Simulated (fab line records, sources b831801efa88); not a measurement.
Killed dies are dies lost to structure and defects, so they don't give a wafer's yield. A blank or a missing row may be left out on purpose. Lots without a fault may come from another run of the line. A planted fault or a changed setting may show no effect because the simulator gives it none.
fab line records | flow sky130
record lots=13 wafers=39 last_day=50
route steps=708 shown SONOS_ONO@173 GATE_OXIDE@201 LDD_N@247 LDD_P@265 PAD_OPEN@708
lots that met no fault: from a run of the same line without faults
start_h: hours from the record's first day to the start of the lot's first wafer shown | wait_h: hours since the lot's step before | " the same as in the row above | L1.1+2: a row that stands for several wafers | - no value, or no start given | * or withheld: withheld | < > ~ a bound
route shown NAME@n: a module of which the file shows steps, and the number in the route of the first | usual: mean/standard deviation of fault-free wafers | same: alike in all rows | chamber/n: place in a boat | sites: the reading at each site | _std_site: their standard deviation | _edge_site: outer sites' mean less inner sites' | radius_mm: how far each site lies from the wafer's centre | mask NAME#n: copy n | behind: the tool/chamber that last shaped the wafer | hold: why the lot was held/for how many hours/how that ended | device: the transistor (n, p or np) that didn't switch | end of line: the same wafers' tests at the end of the route | a step without rows: its recipe alone | killed: dies lost to structure and defects at the first sort, not the wafer's yield | map: a wafer's dies, x killed, . not, _ none there
set.NAME: the setting as run; set.NAME@STEP: as run at that earlier step | model.NAME: the simulator's own value behind a step, which no gauge read
steps of the route over a sample of lots; a table a step, a row a wafer
services: from which hour (start_h, from the record's first day; less than 0 if before it) a tool's chamber was out of use, for how many hours, and why
## steps
# step SKY_SONOS_ONO_THK_MEAS_05
# recipe reads=SiO2_of_SONOS_ONO_CVD_04
# usual SONOS_ONO_CVD_04_THK=5.73/0.12
# columns lot.wafer tool chamber start_h wait_h SONOS_ONO_CVD_04_THK[nm]
L983.1 film_metro-02 - 263.53 0.0 5.77
L983.3 " - " " 5.74
L983.6 " - " " 5.73
L984.3 film_metro-04 - 284.63 0.0 5.68
L984.4 " - " " 5.68
L984.6 " - " " 5.79
L985.1 film_metro-03 - 287.44 0.0 5.70
L985.4 " - " " 5.68
L985.5 " - " " 5.77
L987.1 film_metro-02 - 302.48 0.0 5.58
L987.4 " - " " 5.68
L987.5 " - " " 5.59
L988.1 film_metro-02 - 316.91 0.0 5.82
L988.4 " - " " 5.81
L988.6 " - " " 5.73
L996.1 film_metro-03 - 368.72 0.0 5.75
L996.2 " - " " 5.70
L996.6 " - " " 5.65
L997.1 film_metro-02 - 375.76 0.0 5.86
L997.4 " - " " 5.80
L997.6 " - " " 5.79
L999.2 film_metro-04 - 389.24 0.0 5.84
L999.4 " - " " 5.91
L999.5 " - " " 5.78
L100.3 film_metro-02 - 394.21 0.0 5.93
L100.4 " - " " 5.90
L100.6 " - " " 5.75
L101.1 film_metro-03 - 401.73 0.0 6.04
L101.5 " - " " 5.82
L101.6 " - " " 5.80
L102.1 film_metro-03 - 416.39 0.0 5.69
L102.3 " - " " 5.60
L102.4 " - " " 5.49
L103.3 film_metro-04 - 422.32 0.0 5.54
L103.4 " - " " 5.69
L103.5 " - " " 5.64
L104.1 film_metro-04 - 431.46 0.0 5.75
L104.3 " - " " 5.75
L104.5 " - " " 5.74
# step SKY_GATE_OXIDE_TW_MEAS_14
# usual GATE_OXIDE_TW=226.3/2.4
# columns lot.wafer tool chamber start_h wait_h GATE_OXIDE_TW
L983.1 film_metro-04 - 317.77 0.1 224.9
L983.3 " - " " 224.2
L983.6 " - " " 224.2
L984.3 film_metro-01 - 339.44 0.1 229.3
L984.4 " - " " 227.9
L984.6 " - " " 228.3
L985.1 film_metro-04 - 341.42 0.1 223.0
L985.4 " - " " 222.4
L985.5 " - " " 223.9
L987.1 film_metro-04 - 361.35 0.1 222.0
L987.4 " - " " 222.6
L987.5 " - " " 222.7
L988.1 film_metro-02 - 375.45 0.1 225.8
L988.4 " - " " 225.7
L988.6 " - " " 223.9
L996.1 film_metro-01 - 430.13 0.1 229.5
L996.2 " - " " 229.7
L996.6 " - " " 228.0
L997.1 film_metro-01 - 436.38 0.1 228.7
L997.4 " - " " 229.6
L997.6 " - " " 230.3
L999.2 film_metro-04 - 451.11 0.1 224.6
L999.4 " - " " 223.9
L999.5 " - " " 223.3
L100.3 film_metro-01 - 455.12 0.1 228.7
L100.4 " - " " 229.1
L100.6 " - " " 230.0
L101.1 film_metro-02 - 468.42 0.1 226.2
L101.5 " - " " 225.6
L101.6 " - " " 227.0
L102.1 film_metro-04 - 480.45 0.1 224.1
L102.3 " - " " 221.2
L102.4 " - " " 223.6
L103.3 film_metro-02 - 485.27 0.1 226.7
L103.4 " - " " 225.7
L103.5 " - " " 227.8
L104.1 film_metro-01 - 492.92 0.1 229.8
L104.3 " - " " 230.7
L104.5 " - " " 229.7
# step SKY_LDD_N_IMPLANT_10
# recipe species=As energy_kev=20 dose_cm2=7.5e+13 tilt_deg=withheld rotation_deg=203
# usual dose_ions_cm2=7.501e+13/9e+10
# columns lot.wafer tool chamber start_h wait_h dose_ions_cm2
L983.1 implanter-02 0 410.78 0.1 7.496e+13
L983.3 " 0 " " 7.511e+13
L983.6 " 0 " " 7.51e+13
L984.3 implanter-02 0 433.50 0.1 7.502e+13
L984.4 " 0 " " 7.501e+13
L984.6 " 0 " " 7.507e+13
L985.1 implanter-01 0 440.57 0.1 7.508e+13
L985.4 " 0 " " 7.508e+13
L985.5 " 0 " " 7.501e+13
L987.1 implanter-02 0 458.75 0.1 7.514e+13
L987.4 " 0 " " 7.494e+13
L987.5 " 0 " " 7.502e+13
L988.1 implanter-04 0 473.57 0.1 7.499e+13
L988.4 " 0 " " 7.49e+13
L988.6 " 0 " " 7.492e+13
L996.1 implanter-02 0 544.25 0.1 7.323e+13
L996.2 " 0 " " 7.322e+13
L996.6 " 0 " " 7.321e+13
L997.1 implanter-02 0 546.60 0.1 7.313e+13
L997.4 " 0 " " 7.326e+13
L997.6 " 0 " " 7.319e+13
L999.2 implanter-01 0 549.42 0.1 7.491e+13
L999.4 " 0 " " 7.496e+13
L999.5 " 0 " " 7.496e+13
L100.3 implanter-04 0 555.42 0.1 7.499e+13
L100.4 " 0 " " 7.51e+13
L100.6 " 0 " " 7.507e+13
L101.1 implanter-04 0 567.00 0.1 7.502e+13
L101.5 " 0 " " 7.506e+13
L101.6 " 0 " " 7.496e+13
L102.1 implanter-04 0 579.45 0.1 7.509e+13
L102.3 " 0 " " 7.503e+13
L102.4 " 0 " " 7.501e+13
L103.3 implanter-01 0 583.28 0.1 7.509e+13
L103.4 " 0 " " 7.512e+13
L103.5 " 0 " " 7.507e+13
L104.1 implanter-01 0 590.08 0.1 7.5e+13
L104.3 " 0 " " 7.505e+13
L104.5 " 0 " " 7.5e+13
# step SKY_LDD_P_STRIP_10
# recipe chemistry=O2/N2 power_w=1400 pressure_mtorr=1500 platen_temp_c=withheld o2_flow_sccm=3000 n2_flow_sccm=300 overash_fraction=0.5
# usual drypump_motor_current_A=5.7/0.39 o2_flow_sccm=3000/8.5 oes_product_au=0.715/0.0046 strip_time_to_endpoint_s=14.20/0.036
# columns lot.wafer tool chamber start_h wait_h drypump_motor_current_A o2_flow_sccm oes_product_au rf_hours_counter_h strip_time_to_endpoint_s
L983.1 plasma_asher-03 0 442.14 0.1 5.3 2990 0.711 33 14.19
L983.3 " 1 " " 5.9 2992 0.723 - 14.15
L983.6 " 0 " " 5.3 2990 0.712 - 14.20
L984.3 plasma_asher-04 0 464.94 0.1 6.2 3008 0.712 - 14.18
L984.4 " 1 " " 6.2 3002 0.710 - 14.18
L984.6 " 1 " " 6.2 3008 0.706 - 14.21
L985.1 plasma_asher-03 0 472.44 0.1 5.3 3005 0.715 36 14.21
L985.4 " 1 " " 5.9 2996 0.725 - 14.22
L985.5 " 0 " " 5.3 3009 0.715 - 14.22
L987.1 plasma_asher-02 0 490.49 0.1 5.1 3003 0.718 4 14.25
L987.4 " 1 " " 5.4 3001 0.709 - 14.26
L987.5 " 1 " " 5.4 3007 0.711 - 14.25
L988.1 plasma_asher-03 1 505.20 0.1 5.9 3000 0.712 39 14.19
L988.4 " 0 " " 5.3 3003 0.716 - 14.21
L988.6 " 1 " " 5.9 2989 0.711 - 14.21
L996.1 plasma_asher-03 1 575.30 0.1 5.9 2988 0.713 46 14.17
L996.2 " 0 " " 5.3 3007 0.718 46 14.18
L996.6 " 1 " " 5.9 2989 0.715 - 14.19
L997.1 plasma_asher-03 1 578.15 0.1 5.9 2999 0.707 46 14.19
L997.4 " 0 " " 5.3 2999 0.713 - 14.16
L997.6 " 0 " " 5.3 2989 0.715 - 14.21
L999.2 plasma_asher-03 1 580.94 0.1 5.9 2996 0.709 46 14.22
L999.4 " 1 " " 5.9 2993 0.711 - 14.19
L999.5 " 1 " " 6.0 2997 0.719 - 14.19
L100.3 plasma_asher-02 0 586.14 0.1 5.1 2998 0.717 - 14.13
L100.4 " 1 " " 5.4 2991 0.713 - 14.13
L100.6 " 1 " " 5.3 2996 0.710 - 14.15
L101.1 plasma_asher-04 0 597.67 0.1 6.2 2995 0.716 79 14.22
L101.5 " 1 " " 6.1 2996 0.717 - 14.17
L101.6 " 0 " " 6.2 2999 0.728 - 14.24
L102.1 plasma_asher-03 1 609.91 0.1 5.9 3000 0.714 49 14.22
L102.3 " 0 " " 5.3 2997 0.713 - 14.20
L102.4 " 1 " " 5.9 2992 0.706 - 14.20
L103.3 plasma_asher-04 1 613.22 0.1 6.1 3018 0.714 - 14.22
L103.4 " 0 " " 6.1 2983 0.715 - 14.20
L103.5 " 1 " " 6.1 3009 0.703 - 14.20
L104.1 plasma_asher-03 0 620.03 0.1 5.3 2990 0.713 50 14.16
L104.3 " 0 " " 5.3 2986 0.714 - 14.17
L104.5 " 1 " " 5.9 3009 0.712 - 14.13
# step SKY_PAD_OPEN_PROBE_99
# usual killed_at_M0_to_M3=44/7.4 killed_at_M4_up=3.2/2 killed_at_contacts=24/5.1 killed_at_front_end=15/4.8 killed_at_other=0.2/0.46 killed_dies=86/10 killed_open=47/7.5 killed_short=39/7
# same gross_dies=492 killed_at_back_side=0
# columns lot.wafer tool chamber start_h wait_h killed_at_M0_to_M3 killed_at_M4_up killed_at_contacts killed_at_front_end killed_at_other killed_dies killed_open killed_short
L996.1 prober-01 - 1169.21 0.1 38 4 19 18 0 79 43 36
L996.2 prober-01 - 1169.26 0.1 55 6 35 12 0 108 62 46
L996.6 prober-01 - 1169.46 0.2 41 6 18 15 0 80 44 36
L997.1 prober-01 - 1172.58 0.1 41 3 20 21 0 85 48 37
L997.4 prober-01 - 1172.73 0.2 53 0 21 21 0 95 48 47
L997.6 prober-01 - 1172.83 0.2 41 5 14 11 1 72 40 32
L999.2 prober-02 - 1173.49 0.1 36 1 21 10 0 68 48 20
L999.4 prober-02 - 1173.59 0.2 37 5 29 15 0 86 33 53
L999.5 prober-02 - 1173.64 0.2 34 1 41 22 0 98 57 41
L100.3 prober-01 - 1174.82 0.2 57 2 22 12 0 93 56 37
L100.4 prober-01 - 1174.87 0.2 61 5 27 19 0 112 69 43
L100.6 prober-01 - 1174.97 0.2 48 3 24 14 0 89 51 38
L104.1 prober-01 - 1193.35 0.1 57 6 27 11 0 101 58 43
L104.3 prober-01 - 1193.45 0.2 41 4 35 13 0 93 47 46
L104.5 prober-01 - 1193.55 0.2 55 2 23 20 0 100 52 48
# killed by level:class
L996.1 VIA1:geometric_particle:open=13 VIA3:geometric_particle:open=7 LI_CONTACT:geometric_particle:open=6 CONTACT:geometric_particle:open=6 METAL2:geometric_particle:short=6 FIELD_ISO:geometric_particle:open=5 POLY_GATE:geometric_particle:short=5 CONTACT:geometric_particle:short=4
L996.2 VIA1:geometric_particle:open=18 CONTACT:geometric_particle:open=13 LI_CONTACT:geometric_particle:open=10 VIA1:geometric_particle:short=9 VIA3:geometric_particle:open=8 METAL1:geometric_particle:short=7 FIELD_ISO:geometric_particle:open=6 LI_CONTACT:geometric_particle:short=5
L996.6 FIELD_ISO:geometric_particle:open=8 CONTACT:geometric_particle:open=7 METAL2:geometric_particle:short=7 METAL1:geometric_particle:short=7 VIA1:geometric_particle:open=5 VIA3:geometric_particle:open=5 VIA2:geometric_particle:open=5 LI_CONTACT:geometric_particle:open=4
L997.1 VIA1:geometric_particle:open=9 LI_CONTACT:geometric_particle:open=8 POLY_GATE:geometric_particle:open=6 FIELD_ISO:geometric_particle:short=5 FIELD_ISO:geometric_particle:open=5 METAL1:geometric_particle:short=5 VIA2:geometric_particle:open=5 VIA3:geometric_particle:open=5
L997.4 VIA1:geometric_particle:open=16 METAL2:geometric_particle:short=7 LI_CONTACT:geometric_particle:open=7 FIELD_ISO:geometric_particle:open=6 VIA3:geometric_particle:open=5 CONTACT:geometric_particle:short=5 METAL1:geometric_particle:short=5 VIA2:geometric_particle:short=5
L997.6 VIA1:geometric_particle:open=10 CONTACT:geometric_particle:open=9 VIA3:geometric_particle:open=7 METAL1:geometric_particle:short=5 VIA2:geometric_particle:open=5 METAL2:geometric_particle:short=4 METAL4:geometric_particle:short=4 POLY_GATE:geometric_particle:short=3
L999.2 CONTACT:geometric_particle:open=9 VIA1:geometric_particle:open=9 LI_CONTACT:geometric_particle:open=8 VIA3:geometric_particle:open=7 VIA2:geometric_particle:open=6 METAL2:geometric_particle:short=4 VIA1:geometric_particle:short=4 POLY_GATE:geometric_particle:open=3
L999.4 LOCAL_INTERCONNECT:geometric_particle:short=9 VIA2:geometric_particle:open=7 CONTACT:geometric_particle:open=7 POLY_GATE:geometric_particle:short=6 VIA1:geometric_particle:short=6 LI_CONTACT:geometric_particle:open=6 METAL1:geometric_particle:short=6 FIELD_ISO:geometric_particle:short=5
L999.5 CONTACT:geometric_particle:open=15 LI_CONTACT:geometric_particle:open=9 CONTACT:geometric_particle:short=9 VIA1:geometric_particle:open=8 FIELD_ISO:geometric_particle:open=7 POLY_GATE:geometric_particle:open=5 LOCAL_INTERCONNECT:geometric_particle:short=5 METAL2:geometric_particle:short=5
L100.3 VIA1:geometric_particle:open=14 CONTACT:geometric_particle:open=10 VIA3:geometric_particle:open=7 LI_CONTACT:geometric_particle:open=6 METAL1:geometric_particle:short=6 VIA2:geometric_particle:open=6 METAL2:geometric_particle:short=5 METAL3:geometric_particle:short=5
L100.4 VIA1:geometric_particle:open=23 CONTACT:geometric_particle:open=11 VIA2:geometric_particle:open=10 METAL2:geometric_particle:short=7 VIA3:geometric_particle:open=6 LI_CONTACT:geometric_particle:open=5 METAL4:geometric_particle:short=5 POLY_GATE:geometric_particle:open=4
L100.6 VIA1:geometric_particle:open=16 LI_CONTACT:geometric_particle:open=8 CONTACT:geometric_particle:open=8 VIA2:geometric_particle:open=7 VIA1:geometric_particle:short=7 METAL2:geometric_particle:short=4 FIELD_ISO:geometric_particle:open=3 POLY_GATE:geometric_particle:short=3
L104.1 VIA1:geometric_particle:open=12 VIA2:geometric_particle:open=10 CONTACT:geometric_particle:open=8 LI_CONTACT:geometric_particle:open=7 VIA3:geometric_particle:open=7 METAL1:geometric_particle:short=6 VIA2:geometric_particle:short=6 POLY_GATE:geometric_particle:open=5
L104.3 CONTACT:geometric_particle:open=12 VIA1:geometric_particle:open=9 METAL1:geometric_particle:short=7 LI_CONTACT:geometric_particle:short=6 LI_CONTACT:geometric_particle:open=6 LOCAL_INTERCONNECT:geometric_particle:short=5 METAL2:geometric_particle:short=5 VIA2:geometric_particle:short=4
L104.5 VIA1:geometric_particle:open=13 VIA1:geometric_particle:short=9 CONTACT:geometric_particle:open=7 VIA2:geometric_particle:open=7 LOCAL_INTERCONNECT:geometric_particle:short=6 POLY_GATE:geometric_particle:open=5 POLY_GATE:geometric_particle:short=5 METAL1:geometric_particle:short=5
## services
# columns tool chamber start_h hours kind
implanter-02 - 390.66 4.0 pm
plasma_asher-02 - 411.99 16.5 repair
implanter-01 - 426.40 1.6 repair
plasma_asher-02 - 428.52 9.0 pm
plasma_asher-02 0 428.52 9.0 vent_cycle
plasma_asher-02 1 428.52 9.0 vent_cycle
plasma_asher-02 - 431.02 0.7 repair
plasma_asher-02 0 437.52 - clean
plasma_asher-02 1 437.52 - clean
implanter-01 - 437.83 2.1 repair
plasma_asher-02 - 462.08 4.4 repair
plasma_asher-02 - 480.30 1.3 repair
plasma_asher-02 - 484.22 0.6 repair
implanter-01 - 526.18 19.2 repair
implanter-04 - 531.88 1.8 repair
implanter-01 - 545.43 3.0 pm
plasma_asher-04 - 563.93 1.2 repair
implanter-01 - 571.97 2.0 repair
plasma_asher-03 - 582.46 0.4 repair
implanter-02 - 600.63 0.7 repair
implanter-04 - 608.60 2.8 repair
implanter-02 - 619.00 3.9 pm
## key
first_sign step=SKY_LDD_N_IMPLANT_10 reading=dose_ions_cm2 direction=down sigmas=20 usual=* struck=*
effect none on later readings
met_at SKY_LDD_N_IMPLANT_10
struck_lots L996,L997
tester_left_out L996,L997
not_acting_at SKY_SONOS_ONO_THK_MEAS_05,SKY_GATE_OXIDE_TW_MEAS_14,SKY_LDD_P_STRIP_10
onset_between 458.75 544.25
fault kind=process_parameter_drift tool=implanter-02 chamber=- onset_h=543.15 steps=SKY_LDD_N_IMPLANT_10 channel=dose_cm2 offset=* shape=step end_h=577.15 acts_in=* stated=*
# tester_left_out: of these lots the tester's yield and bins aren't shown, on N5 and GAA mostly nor the transistor test; their killed dies are dies lost to structure and defects alone, not to doping, threshold or leakage, so they don't give the yield
